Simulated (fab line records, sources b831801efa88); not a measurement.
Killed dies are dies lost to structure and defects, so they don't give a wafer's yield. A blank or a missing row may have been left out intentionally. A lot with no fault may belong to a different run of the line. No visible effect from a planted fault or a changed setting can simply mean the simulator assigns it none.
Comparing a struck lot with a sound one ; flow gf180mcu ; 16 out of 602 route steps
Sound: these wafers, L964.1, L964.4, L964.6. Struck: wafer L977.3 (left out: L977.1, L977.5 of the same lot, which were not struck); the cause appears at the end.
Per side, at each step with rows, come the tool, then ch with its chambers, and then its first start. Under that, the readings that differ: sound wafers ; struck wafers ; difference of the means ; sigmas: that difference in standard deviations of wafers without a fault.
alike: a reading whose means differ by less than 2 such deviations, as well as words and numbers matching on both sides. not compared: withheld readings; readings where some wafer has no value; bounds like >300 that might hide an equal value; numbers whose values overlap and for which the record gives no deviation.
A row with sigmas, a row that says differs or no value, or rows on one side alone: a step with any of these is where the two part. Non-overlapping numbers with no deviation appear without sigmas and do not part them. A reading that every wafer of one side lacks parts them only if that side has two wafers or more.

GF_M4_SPUTTER_04: material TiN, target thk 50 nm, time 41.7 s.
  sound on pvd sputter-03, day 23 17:03; struck on pvd sputter-03, day 27 22:04
reading;sound;struck;difference;sigmas
cathode dc power W (W);6501.8 6499.6 6499.5;6502.6;+2.3;+2
  alike: throttle valve pct
GF_M4_RS_MEAS_05: uses a four-point probe to measure.
  sound on film metro-03, day 23 17:05; struck on film metro-02, day 27 22:07
  alike: M4_ALCU_RS
GF_M4_THK_MEAS_06: measures by xrf.
  sound on film metro-03, day 23 17:13; struck on film metro-02, day 27 22:14
  alike: M4_ALCU_THK
then, 7 steps without rows for these wafers: GF_M4_DEHYDRATE_07 (time 60 s); GF_M4_HMDS_08 (prime time 60 s); GF_M4_COAT_09 (resist thk 1000 nm); GF_M4_SOFTBAKE_10 (time 60 s); GF_M4_EXPOSE_11 (exposes mask Metal4, target cd 280 nm); GF_M4_PEB_12 (peb time 90 s); GF_M4_DEVELOP_13 (develop time 60 s).
GF_M4_CD_MEAS_14: target cd 280 nm.
  sound on cd sem-02, day 24 15:32; struck on cd sem-02, day 28 17:50
  alike: cd nm
GF_M4_OVL_MEAS_15:
  sound on overlay-01, day 24 15:39; struck on overlay-01, day 28 17:58
  alike: M4_OVL
GF_M4_METAL_ETCH_16: etches the open film in Cl2/BCl3, stops on SiO2, target depth 627.5 nm, time 104.6 s.
  sound on rie metal-01 ch 0,1, day 24 15:41; struck on rie metal-01 ch 1, day 28 18:00
reading;sound;struck;difference;sigmas
model.KrF_of_M4_COAT_09.thk nm (nm);733.8 725.9 734.9;633.3;-98.2;
  alike: drypump motor current A, oes product au, throttle valve pct
  not compared: rf hours counter h
GF_M4_STRIP_17: strips in O2/N2.
  sound on plasma asher-01 ch 0,1, day 24 15:48; struck on plasma asher-01 ch 0, day 28 18:09
reading;sound;struck;difference;sigmas
drypump motor current A (A);5.2 6.5 6.5;5.2;-0.9;-2
oes product au (a.u.);0.565 0.554 0.559;0.509;-0.050;-9
strip time to endpoint s (s);7.85 7.78 7.87;6.87;-0.96;-19
  alike: heater power w, platen temp c
  not compared: rf hours counter h
then, 2 steps without rows for these wafers: GF_M4_STRIP_18 (strips in post etch residue remover, time 1200 s); GF_PASSIVATION_PROBE_99.

WHERE THEY PART
Last at GF_M4_STRIP_17 as far as this record goes, first at GF_M4_SPUTTER_04.

WHY: whatever the simulator had introduced
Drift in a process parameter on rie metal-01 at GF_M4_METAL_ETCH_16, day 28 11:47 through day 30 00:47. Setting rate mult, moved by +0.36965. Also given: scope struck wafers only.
